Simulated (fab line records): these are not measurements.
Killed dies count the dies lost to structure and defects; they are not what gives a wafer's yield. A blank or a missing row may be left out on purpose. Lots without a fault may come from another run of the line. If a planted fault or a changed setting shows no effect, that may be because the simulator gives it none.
Matching of chambers ; flow gf180mcu ; 4 sister chambers for GF_V3_CMP_04 on cmp-01
The step polishes SiO2. 4 wafers are shown with their chamber, then 7 later ones without.

WAFERS PAIRED WITH THEIR CHAMBERS
wafer;chamber;motor current A (A)
L699.1;1;13.1
L700.1;3;13.4
L703.3;0;15.8
L703.5;2;14.3

WAFERS WITH NO CHAMBER GIVEN
wafer;motor current A (A)
L703.6;13.4
L706.1;14.4
L706.3;13.4
L706.6;16.2
L716.2;12.3
L716.5;16.2
L716.6;12.9

THE CHAMBER EACH PASSED THROUGH
wafer;from the rows above;in truth
L703.6;can't be placed: 3 or 1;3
L706.1;2;2
L706.3;can't be placed: 3 or 1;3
L706.6;0;0
L716.2;can't be placed: 1 or 3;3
L716.5;0;0
L716.6;can't be placed: 1 or 3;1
Correctly placed: 3 of 7. These rows do not allow placing 4 (true chamber among the candidates in 4). Placed wrongly: 0.
How it was worked out, from the rows above alone: a wafer's distance from a chamber is the root of the sum, over the readings, of the square of ((its reading less the chamber's mean) divided by the reading's scatter). The wafer belongs to the nearest chamber; if the next one is less than 2 further off, it can't be placed. Each chamber's mean is taken over the wafers shown for it. The scatter (one wafer shown for each chamber): square how far every hidden wafer sits from the nearest shown wafer, average those squares and take the square root.
